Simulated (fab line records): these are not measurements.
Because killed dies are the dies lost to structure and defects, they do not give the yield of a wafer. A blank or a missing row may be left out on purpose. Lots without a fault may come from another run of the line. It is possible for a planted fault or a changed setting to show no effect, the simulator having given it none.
Split-lot experiment || flow sky130 || on a route of 708 steps: 5 lots, 23 wafers read

## SPLIT DETAILS
At SKY_VIA4_CVD_18 (deposits W, target thk 505 nm, time 152.14 s), the setting temp-c was moved away from the recipe's 400 C on 6 of the 23 wafers read, by -3.0% to -2.8%. This setting was run at the recipe's value on the other wafers.

## FROM THE SPLIT ON TO THE READING: in between, the file shows 1 step
- SKY_VIA4_RS_MEAS_19: measures by four-point-probe

## THE READING
VIA4_W_THK, in nm, at SKY_VIA4_THK_MEAS_20 (measures by xrf). Typical for fault-free wafers on this fab line: 504 nm, with standard deviation 7.4 nm.

{"wafer": "L074.1", "tool, chamber at the split": "cvd-w-01, 1", "temp-c as run, C": 400, "against the recipe": "recipe", "VIA4_W_THK, nm": 505, "against lot-mates on the recipe": "-"}
{"wafer": "L074.4", "tool, chamber at the split": "cvd-w-01, 1", "temp-c as run, C": 400, "against the recipe": "recipe", "VIA4_W_THK, nm": 508, "against lot-mates on the recipe": "-"}
{"wafer": "L074.5", "tool, chamber at the split": "cvd-w-01, 0", "temp-c as run, C": 400, "against the recipe": "recipe", "VIA4_W_THK, nm": 505, "against lot-mates on the recipe": "-"}
{"wafer": "L077.1", "tool, chamber at the split": "cvd-w-02, 0", "temp-c as run, C": 388.7, "against the recipe": "-2.8%", "VIA4_W_THK, nm": 403, "against lot-mates on the recipe": -100}
{"wafer": "L077.2", "tool, chamber at the split": "cvd-w-02, 1", "temp-c as run, C": 388.7, "against the recipe": "-2.8%", "VIA4_W_THK, nm": 417, "against lot-mates on the recipe": -86}
{"wafer": "L077.3", "tool, chamber at the split": "cvd-w-02, 1", "temp-c as run, C": 400, "against the recipe": "recipe", "VIA4_W_THK, nm": 512, "against lot-mates on the recipe": "-"}
{"wafer": "L077.4", "tool, chamber at the split": "cvd-w-02, 0", "temp-c as run, C": 400, "against the recipe": "recipe", "VIA4_W_THK, nm": 494, "against lot-mates on the recipe": "-"}
{"wafer": "L077.6", "tool, chamber at the split": "cvd-w-02, 0", "temp-c as run, C": 388.7, "against the recipe": "-2.8%", "VIA4_W_THK, nm": 404, "against lot-mates on the recipe": -99}
{"wafer": "L078.1", "tool, chamber at the split": "cvd-w-02, 1", "temp-c as run, C": 400, "against the recipe": "recipe", "VIA4_W_THK, nm": 519, "against lot-mates on the recipe": "-"}
{"wafer": "L078.2", "tool, chamber at the split": "cvd-w-02, 0", "temp-c as run, C": 400, "against the recipe": "recipe", "VIA4_W_THK, nm": 502, "against lot-mates on the recipe": "-"}
{"wafer": "L078.3", "tool, chamber at the split": "cvd-w-02, 0", "temp-c as run, C": 400, "against the recipe": "recipe", "VIA4_W_THK, nm": 500, "against lot-mates on the recipe": "-"}
{"wafer": "L078.4", "tool, chamber at the split": "cvd-w-02, 1", "temp-c as run, C": 400, "against the recipe": "recipe", "VIA4_W_THK, nm": 509, "against lot-mates on the recipe": "-"}
{"wafer": "L078.5", "tool, chamber at the split": "cvd-w-02, 1", "temp-c as run, C": 400, "against the recipe": "recipe", "VIA4_W_THK, nm": 512, "against lot-mates on the recipe": "-"}
{"wafer": "L082.1", "tool, chamber at the split": "cvd-w-02, 0", "temp-c as run, C": 388.2, "against the recipe": "-3.0%", "VIA4_W_THK, nm": 404, "against lot-mates on the recipe": -102}
{"wafer": "L082.2", "tool, chamber at the split": "cvd-w-02, 1", "temp-c as run, C": 400, "against the recipe": "recipe", "VIA4_W_THK, nm": 513, "against lot-mates on the recipe": "-"}
{"wafer": "L082.3", "tool, chamber at the split": "cvd-w-02, 0", "temp-c as run, C": 400, "against the recipe": "recipe", "VIA4_W_THK, nm": 499, "against lot-mates on the recipe": "-"}
{"wafer": "L082.4", "tool, chamber at the split": "cvd-w-02, 1", "temp-c as run, C": 388.2, "against the recipe": "-3.0%", "VIA4_W_THK, nm": 419, "against lot-mates on the recipe": -87}
{"wafer": "L082.5", "tool, chamber at the split": "cvd-w-02, 0", "temp-c as run, C": 388.2, "against the recipe": "-3.0%", "VIA4_W_THK, nm": 404, "against lot-mates on the recipe": -102}
{"wafer": "L083.1", "tool, chamber at the split": "cvd-w-01, 1", "temp-c as run, C": 400, "against the recipe": "recipe", "VIA4_W_THK, nm": 500, "against lot-mates on the recipe": "-"}
{"wafer": "L083.2", "tool, chamber at the split": "cvd-w-01, 0", "temp-c as run, C": 400, "against the recipe": "recipe", "VIA4_W_THK, nm": 502, "against lot-mates on the recipe": "-"}
{"wafer": "L083.4", "tool, chamber at the split": "cvd-w-01, 0", "temp-c as run, C": 400, "against the recipe": "recipe", "VIA4_W_THK, nm": 499, "against lot-mates on the recipe": "-"}
{"wafer": "L083.5", "tool, chamber at the split": "cvd-w-01, 0", "temp-c as run, C": 400, "against the recipe": "recipe", "VIA4_W_THK, nm": 508, "against lot-mates on the recipe": "-"}
{"wafer": "L083.6", "tool, chamber at the split": "cvd-w-01, 1", "temp-c as run, C": 400, "against the recipe": "recipe", "VIA4_W_THK, nm": 507, "against lot-mates on the recipe": "-"}

THE FIT
A straight line over all 23 wafers: VIA4_W_THK changes by +33.6 nm for each +1% of temp-c; r = +0.99; the points scatter about the line by 6.8 nm.
The same after taking each lot's own level away (the mean of its wafers on the recipe; 23 wafers): +33.2 nm for each +1%; r = +0.99; scatter 6.4 nm.
On that fit, the largest move of temp-c shifts the reading by 98 nm.
From 503.0 to 508.4 nm: that is the span of the lots' own levels, equal to 0.7 times the standard deviation above.
The two slopes are in agreement: the lot-to-lot level therefore moves the slope only a little.
Check: with one of the wafers moved furthest among these (-3.0%) left out of the fit, the line predicts -97.2 nm for it against its lot-mates. It came out at -102 nm against them.

## ADDITIONAL SPLITS CARRIED BY THESE WAFERS
Before the reading, these wafers also passed through other splits. Each is held against what the fit with the lots' levels taken away leaves over:
{"other split on the same wafers": "SKY_CAP2M_COAT_07 spin-rpm", "wafers away from the commonest value": 7, "r with VIA4_W_THK (lot level and that fit taken away)": "+0.21"}
{"other split on the same wafers": "SKY_METAL4_COAT_07 resist-thk-nm", "wafers away from the commonest value": 7, "r with VIA4_W_THK (lot level and that fit taken away)": -0.26}
{"other split on the same wafers": "SKY_METAL4_ETCH_16 icp-w", "wafers away from the commonest value": 10, "r with VIA4_W_THK (lot level and that fit taken away)": "+0.01"}
{"other split on the same wafers": "SKY_VIA4_CMP_02 leave-above-ref-nm", "wafers away from the commonest value": 10, "r with VIA4_W_THK (lot level and that fit taken away)": -0.07}
{"other split on the same wafers": "SKY_VIA4_EXPOSE_08 dose-mj", "wafers away from the commonest value": 10, "r with VIA4_W_THK (lot level and that fit taken away)": "+0.01"}

## THE WHOLE CHAIN: every reading that the file lists as answering this split, in the file's order
{"step": "SKY_VIA4_CVD_18", "what it does": "deposits W, target thk 505 nm, time 152.14 s", "reading": "W_of_VIA4_CVD_18.thk-nm (the simulator's own value, which no gauge read)", "change (the file's fit)": "+33.1 nm for each +1% of the setting", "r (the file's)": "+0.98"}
{"step": "SKY_VIA4_RS_MEAS_19", "what it does": "measures by four-point-probe", "reading": "VIA4_W_RS", "change (the file's fit)": "-0.0186 for each +1% of the setting", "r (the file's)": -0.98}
{"step": "SKY_VIA4_THK_MEAS_20", "what it does": "measures by xrf", "reading": "VIA4_W_THK", "change (the file's fit)": "+33.2 for each +1% of the setting", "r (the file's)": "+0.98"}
{"step": "SKY_VIA4_CMP_21", "what it does": "polishes, stops on SiO2, t overpolish 25 s, target thk 0 nm", "reading": "time-to-endpoint-s", "change (the file's fit)": "withheld for each +1% of the setting", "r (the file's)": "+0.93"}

## FILE'S OWN FIT
VIA4_W_THK changes by +33.2 nm for each +1% of temp-c, r = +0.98.
